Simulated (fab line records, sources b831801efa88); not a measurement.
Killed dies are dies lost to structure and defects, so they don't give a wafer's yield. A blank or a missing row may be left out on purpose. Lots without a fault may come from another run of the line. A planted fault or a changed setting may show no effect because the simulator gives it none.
fab line records | flow sky130
record lots=4 wafers=12 last_day=47
route steps=708 shown SD_N@352 SALICIDE@361 LI_CONTACT@362 LOCAL_INTERCONNECT@387 PAD_OPEN@708
lots that met no fault: from a run of the same line without faults
start_h: hours from the record's first day to the start of the lot's first wafer shown | wait_h: hours since the lot's step before | " the same as in the row above | L1.1+2: a row that stands for several wafers | - no value, or no start given | * or withheld: withheld | < > ~ a bound
route shown NAME@n: a module of which the file shows steps, and the number in the route of the first | usual: mean/standard deviation of fault-free wafers | same: alike in all rows | chamber/n: place in a boat | sites: the reading at each site | _std_site: their standard deviation | _edge_site: outer sites' mean less inner sites' | radius_mm: how far each site lies from the wafer's centre | mask NAME#n: copy n | behind: the tool/chamber that last shaped the wafer | hold: why the lot was held/for how many hours/how that ended | device: the transistor (n, p or np) that didn't switch | end of line: the same wafers' tests at the end of the route | a step without rows: its recipe alone | killed: dies lost to structure and defects at the first sort, not the wafer's yield | map: a wafer's dies, x killed, . not, _ none there
set.NAME: the setting as run; set.NAME@STEP: as run at that earlier step | model.NAME: the simulator's own value behind a step, which no gauge read
lots at some steps of the route; a table a step, a row a wafer
services: from which hour (start_h, from the record's first day; less than 0 if before it) a tool's chamber was out of use, for how many hours, and why
## steps
# step SKY_SD_N_IMPLANT_10
# recipe species=P energy_kev=20 dose_cm2=1e+14 tilt_deg=0
# step SKY_SD_N_STRIP_11
# recipe chemistry=O2/N2 power_w=1400 pressure_mtorr=1500 platen_temp_c=withheld o2_flow_sccm=3000 n2_flow_sccm=300 overash_fraction=0.5
# step SKY_SD_N_CLEAN_13
# recipe chemistry=SC1/SC2 mix=1:4:20 temp_c=70 time_s=150 dry=n2_spin
# step SKY_SD_N_RTA_14
# recipe temp_c=1075 time_s=2 idle_temp_c=650 ramp_up_c_per_s=150 ramp_down_c_per_s=90 ambient=N2
# step SKY_SALICIDE_CLEAN_00
# recipe chemistry=HF-last time_s=30 dilution=100:1 dry=ipa_marangoni
# step SKY_LI_CONTACT_HDPCVD_00
# recipe material=PSG target_thk_nm=930 sigma_open_frac=0.3 time_s=155 temp_c=600 sih4_flow_sccm=60 pressure_mtorr=6
# step SKY_LI_CONTACT_CMP_02
# recipe material=PSG down_force_psi=4 platen_rpm=60 pad_velocity_m_s=0.94248
# usual motor_current_A=11.6/0.93 slurry_filter_dp_kPa=13.48/0.15 time_to_endpoint_s=34/3.7
# columns lot.wafer tool chamber start_h wait_h motor_current_A slurry_filter_dp_kPa time_to_endpoint_s model.PSG_of_LI_CONTACT_HDPCVD_00.thk_nm
L594.4 cmp-02 2 696.94 0.0 12.5 13.73 40 597.1
L594.1 " 0 " " 10.1 13.28 39 595.9
L594.5 " 2 " " 12.3 13.64 39 596.7
L596.4 cmp-02 1 712.20 0.1 12.2 13.29 41 598.8
L596.6 " 3 " " 11.5 13.46 39 597.7
L596.5 " 0 " " 10.5 13.45 29 597
L597.1 cmp-02 0 722.00 0.1 10.1 13.58 44 717.7
L597.2 " 1 " " 12.3 13.70 37 597
L597.6 " 0 " " 10.4 13.73 31 596.6
L598.2 cmp-02 0 725.09 0.0 10.1 13.66 30 597
L598.3 " 1 " " 11.9 13.60 44 720
L598.5 " 1 " " 11.3 13.58 36 598.7
# step SKY_LI_CONTACT_DEHYDRATE_04
# recipe temp_c=200 time_s=60
# step SKY_LI_CONTACT_HMDS_05
# recipe prime_time_s=60 prime_temp_c=120
# step SKY_LI_CONTACT_COAT_06
# recipe resist=BARC temp_c=withheld time_s=withheld spin_rpm=3000 resist_thk_nm=60
# step SKY_LI_CONTACT_COAT_07
# recipe resist=KrF-thick spin_rpm=3000 resist_thk_nm=450
# step SKY_LI_CONTACT_SOFTBAKE_08
# recipe temp_c=100 time_s=90 resist=KrF-thick
# step SKY_LI_CONTACT_EXPOSE_09
# recipe mask_id=LICM1 na=0.8 source_shape=annular sigma_inner=0.55 sigma_outer=0.85 target_cd_nm=170 dose_mj=38
# step SKY_LI_CONTACT_PEB_10
# recipe peb_temp_c=withheld peb_time_s=withheld resist=KrF-thick
# step SKY_LI_CONTACT_DEVELOP_11
# recipe develop_time_s=60 resist=KrF-thick dev_temp_c=21
# step SKY_LI_CONTACT_ETCH_14
# recipe chemistry=N2/H2 target=BARC ion_energy_ev=200 source_w=500 bias_w=100 pressure_mtorr=30 n2_flow_sccm=100 h2_flow_sccm=200 stop_on=SiO2 time_s=45.9 target_depth_a=600
# step SKY_LI_CONTACT_ETCH_15
# recipe target=PSG chemistry=C4F8/O2/Ar stop_on=Si taper_deg=4.15 mask_material=KrF-thick source_w=1500 bias_w=1200 pressure_mtorr=40 c4f8_flow_sccm=withheld O2_flow_sccm=6 Ar_flow_sccm=300 time_s=withheld target_depth_a=6000
# usual oes_product_au=0.837/0.0046
# columns lot.wafer tool chamber start_h wait_h oes_product_au model.etch.depth_nm model.LI_CONTACT.feature_depth_nm
L594.1 rie_diel-01 2 724.42 0.0 0.825 595.9 595.9
L594.4 " 1 " " 0.837 597.1 597.1
L594.5 " 1 " " 0.838 596.7 596.7
L596.4 rie_diel-02 0 740.10 0.0 0.837 598.8 598.8
L596.5 " 3 " " 0.836 597 597
L596.6 " 2 " " 0.840 597.7 597.7
L597.1 rie_diel-01 3 750.78 0.0 0.928 717.7 717.7
L597.2 " 0 " " 0.844 597 597
L597.6 " 0 " " 0.839 596.6 596.6
L598.2 rie_diel-03 2 752.72 0.0 0.834 597 597
L598.3 " 0 " " 0.937 720 720
L598.5 " 0 " " 0.835 598.7 598.7
# step SKY_LI_CONTACT_STRIP_16
# recipe chemistry=O2/N2 power_w=1400 pressure_mtorr=1500 platen_temp_c=withheld o2_flow_sccm=3000 n2_flow_sccm=300 overash_fraction=0.5
# step SKY_LI_CONTACT_CLEAN_17
# recipe chemistry=NMP time_s=600 temp_c=60 dry=n2_spin
# step SKY_LI_CONTACT_PRE_CLEAN_18
# recipe gas=Ar time_s=5.6 bias_v=358
# step SKY_LI_CONTACT_SPUTTER_19
# recipe material=Ti target_thk_nm=20 chamber_pressure_pa=5 power_w=2500 substrate_temp_c=200 time_s=106.37
# step SKY_LI_CONTACT_SPUTTER_20
# recipe material=TiN target_thk_nm=20 chamber_pressure_pa=5 power_w=4000 time_s=80
# step SKY_LI_CONTACT_CVD_21
# recipe material=W target_thk_nm=400 time_s=120.56 temp_c=400 pressure_torr=40
# step SKY_LI_CONTACT_CMP_24
# recipe stop_on=PSG t_overpolish_s=20 down_force_psi=3.5 platen_rpm=60 target_thk_nm=0 pad_velocity_m_s=0.94248
# usual motor_current_A=10.6/0.82 slurry_filter_dp_kPa=13.48/0.15
# columns lot.wafer tool chamber start_h wait_h motor_current_A slurry_filter_dp_kPa model.PSG_of_LI_CONTACT_HDPCVD_00.thk_nm
L594.4 cmp-01 1 725.29 0.1 10.0 13.42 587.6
L594.1 " 2 " " 10.0 13.49 586.5
L594.5 " 1 " " 10.0 13.48 587.2
L596.4 cmp-02 0 740.95 0.1 10.3 13.49 589.4
L596.5 " 3 " " 10.7 13.67 587.6
L596.6 " 0 " " 9.4 13.43 588.2
L597.2 cmp-02 1 751.62 0.0 11.0 13.53 587.5
L597.1 " 2 " " 11.5 13.48 708.2
L597.6 " 2 " " 11.3 13.52 587.1
L598.2 cmp-01 1 753.66 0.0 9.5 13.29 587.5
L598.3 " 0 " " 11.4 13.34 710.5
L598.5 " 2 " " 9.7 13.74 589.2
# step SKY_LOCAL_INTERCONNECT_SPUTTER_00
# recipe material=TiN target_thk_nm=100 temp_c=300 power_w=6500 time_s=83.3 chamber_pressure_pa=0.4
# step SKY_PAD_OPEN_PROBE_99
# usual killed_at_M0_to_M3=42/6.1 killed_at_M4_up=3.4/2 killed_at_contacts=23/4.8 killed_at_front_end=15/3.8 killed_at_other=0.3/0.48 killed_dies=84/8.5 killed_open=46/6.8 killed_short=38/6.2
# same gross_dies=492 killed_at_back_side=0
# columns lot.wafer tool chamber start_h wait_h killed_at_M0_to_M3 killed_at_M4_up killed_at_contacts killed_at_front_end killed_at_other killed_dies killed_open killed_short model.etest.licon_pdiff.rc_ohm model.etest.nfet_g5v0d10v5.r_on_ohm_um model.etest.nfet_01v8.r_on_ohm_um model.etest.licon_ndiff.rc_ohm model.etest.licon_high_po.rc_ohm model.etest.sonos_uncharged.r_on_ohm_um model.etest.cap_li_to_poly.c_af_um2 model.etest.licon_poly.rc_ohm
L594.1 prober-02 - 1112.04 0.1 40 6 26 21 0 93 50 42 606.7 1863 817.3 184.8 350.4 824.9 99.9 151.3
L594.4 prober-02 - 1112.19 0.2 37 1 23 18 0 79 45 33 597.7 1886 852.6 181.3 342.6 841.5 100.9 149.2
L594.5 prober-02 - 1112.24 0.2 31 3 24 18 1 77 38 39 571.9 1857 831.5 178.3 362.1 834.3 97.5 161.2
L596.4 prober-02 - 1125.24 0.2 40 1 20 24 0 85 50 35 592 1898 838.7 194.3 358.9 813.2 99.54 151.4
L596.5 prober-02 - 1125.29 0.2 33 2 15 21 0 71 42 29 585.1 1879 834.2 181.2 345.2 820 97.62 144.6
L596.6 prober-02 - 1125.34 0.2 40 6 19 12 0 77 33 44 579.3 1870 830.9 182.7 342.8 804.8 99.58 152.9
L597.1 prober-01 - 1131.99 0.1 45 2 24 21 1 93 47 45 671.7 1953 885.9 217.4 360.6 850.3 73.73 167
L597.2 prober-01 - 1132.04 0.1 49 3 26 11 0 89 51 37 579.7 1908 829.6 177.8 349.4 830.3 97.28 155.5
L597.6 prober-01 - 1132.24 0.2 30 3 26 16 0 75 36 37 583.6 1900 832.7 179.7 334.6 822.4 101.5 146.4
L598.2 prober-02 - 1133.66 0.1 47 5 21 12 0 85 53 32 572.6 1907 856 182.4 352.2 827.4 98.05 152.7
L598.3 prober-02 - 1133.71 0.2 43 1 19 12 0 75 46 29 642.7 1930 870.6 213.9 390 865.2 71.97 166.9
L598.5 prober-02 - 1133.81 0.2 43 7 19 9 0 78 39 39 559.5 1911 863.3 173.8 358.2 804.5 100.3 148.8
# killed by level:class
L594.1 VIA1:geometric_particle:open=10 CONTACT:geometric_particle:open=9 VIA1:geometric_particle:short=7 POLY_GATE:geometric_particle:short=7 LI_CONTACT:geometric_particle:open=7 POLY_GATE:geometric_particle:open=5 VIA2:geometric_particle:short=5 CONTACT:geometric_particle:short=4
L594.4 METAL1:geometric_particle:short=9 FIELD_ISO:geometric_particle:open=8 CONTACT:geometric_particle:open=8 VIA3:geometric_particle:open=6 LOCAL_INTERCONNECT:geometric_particle:short=5 VIA2:geometric_particle:open=5 VIA1:geometric_particle:open=5 LI_CONTACT:geometric_particle:open=4
L594.5 CONTACT:geometric_particle:short=9 CONTACT:geometric_particle:open=9 VIA3:geometric_particle:open=7 FIELD_ISO:geometric_particle:open=4 LI_CONTACT:geometric_particle:open=4 VIA3:geometric_particle:short=4 VIA1:geometric_particle:open=4 FIELD_ISO:geometric_particle:short=3
L596.4 FIELD_ISO:geometric_particle:short=9 VIA1:geometric_particle:open=9 CONTACT:geometric_particle:open=8 POLY_GATE:geometric_particle:short=6 VIA2:geometric_particle:open=6 VIA3:geometric_particle:open=6 LI_CONTACT:geometric_particle:open=5 FIELD_ISO:geometric_particle:open=4
L596.5 VIA1:geometric_particle:open=12 FIELD_ISO:geometric_particle:open=8 FIELD_ISO:geometric_particle:short=6 LI_CONTACT:geometric_particle:open=4 VIA2:geometric_particle:open=4 VIA3:geometric_particle:open=4 LOCAL_INTERCONNECT:geometric_particle:short=3 CONTACT:geometric_particle:open=3
L596.6 VIA1:geometric_particle:open=11 VIA2:geometric_particle:short=7 CONTACT:geometric_particle:open=7 METAL1:geometric_particle:short=7 METAL4:geometric_particle:short=6 CONTACT:geometric_particle:short=5 POLY_GATE:geometric_particle:open=4 VIA1:geometric_particle:short=4
L597.1 CONTACT:geometric_particle:open=11 VIA3:geometric_particle:open=8 POLY_GATE:geometric_particle:short=7 VIA1:geometric_particle:open=7 METAL2:geometric_particle:short=6 POLY_GATE:geometric_particle:open=5 CONTACT:geometric_particle:short=5 VIA3:geometric_particle:short=5
L597.2 VIA1:geometric_particle:open=12 CONTACT:geometric_particle:open=9 VIA2:geometric_particle:open=9 LI_CONTACT:geometric_particle:open=7 LOCAL_INTERCONNECT:geometric_particle:short=5 METAL1:geometric_particle:short=5 VIA1:geometric_particle:short=5 FIELD_ISO:geometric_particle:open=4
L597.6 VIA1:geometric_particle:open=9 LI_CONTACT:geometric_particle:open=8 CONTACT:geometric_particle:open=8 CONTACT:geometric_particle:short=7 FIELD_ISO:geometric_particle:short=4 METAL1:geometric_particle:short=4 METAL2:geometric_particle:short=4 VIA3:geometric_particle:short=4
L598.2 VIA1:geometric_particle:open=12 VIA2:geometric_particle:open=8 CONTACT:geometric_particle:open=7 VIA3:geometric_particle:open=7 LI_CONTACT:geometric_particle:open=6 METAL4:geometric_particle:short=5 METAL1:geometric_particle:short=4 POLY_GATE:geometric_particle:short=3
L598.3 VIA1:geometric_particle:open=10 LI_CONTACT:geometric_particle:open=9 CONTACT:geometric_particle:open=6 VIA2:geometric_particle:open=6 VIA3:geometric_particle:open=5 FIELD_ISO:geometric_particle:short=4 METAL1:geometric_particle:short=4 VIA3:geometric_particle:short=4
L598.5 CONTACT:geometric_particle:open=9 VIA1:geometric_particle:open=9 VIA3:geometric_particle:open=8 METAL2:geometric_particle:short=5 VIA2:geometric_particle:open=5 METAL4:geometric_particle:short=5 FIELD_ISO:geometric_particle:short=4 VIA1:geometric_particle:short=4
## services
# columns tool chamber start_h hours kind
rie_diel-03 3 684.85 4.5 repair
cmp-01 - 689.83 3.4 pm
rie_diel-03 3 691.20 8.6 repair
rie_diel-02 1 714.07 28.0 repair
cmp-01 - 714.32 6.7 pm
cmp-01 - 721.88 2.1 repair
rie_diel-02 - 726.06 2.4 repair
rie_diel-03 - 743.50 0.1 repair
cmp-02 - 744.00 4.0 pm
cmp-02 - 748.00 - consumable_replace:conditioner
cmp-02 - 748.00 - consumable_replace:pad
## key
first_sign step=SKY_LI_CONTACT_ETCH_15 reading=oes_product_au direction=up sigmas=21 usual=0.837 struck=0.933
effect none on later readings
model_effect step=SKY_LI_CONTACT_CMP_02 value=PSG_of_LI_CONTACT_HDPCVD_00.thk_nm without=598.3 struck=718.8
model_effect step=SKY_LI_CONTACT_ETCH_15 value=etch.depth_nm without=598.3 struck=718.8
model_effect step=SKY_LI_CONTACT_CMP_24 value=PSG_of_LI_CONTACT_HDPCVD_00.thk_nm without=588.8 struck=709.4
model_effect step=SKY_PAD_OPEN_PROBE_99 value=etest.licon_pdiff.rc_ohm without=583 struck=657.2
met_at SKY_LI_CONTACT_CMP_02
struck_wafers L597.1,L598.3
tester_left_out L597,L598
onset_between 712.20 722.00
fault kind=process_parameter_drift tool=cmp-02 chamber=- onset_h=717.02 steps=SKY_LI_CONTACT_CMP_02 channel=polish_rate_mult offset=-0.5 shape=step end_h=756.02 scope=struck_wafers_only
# tester_left_out: of these lots the tester's yield and bins aren't shown, on N5 and GAA mostly nor the transistor test; their killed dies are dies lost to structure and defects alone, not to doping, threshold or leakage, so they don't give the yield
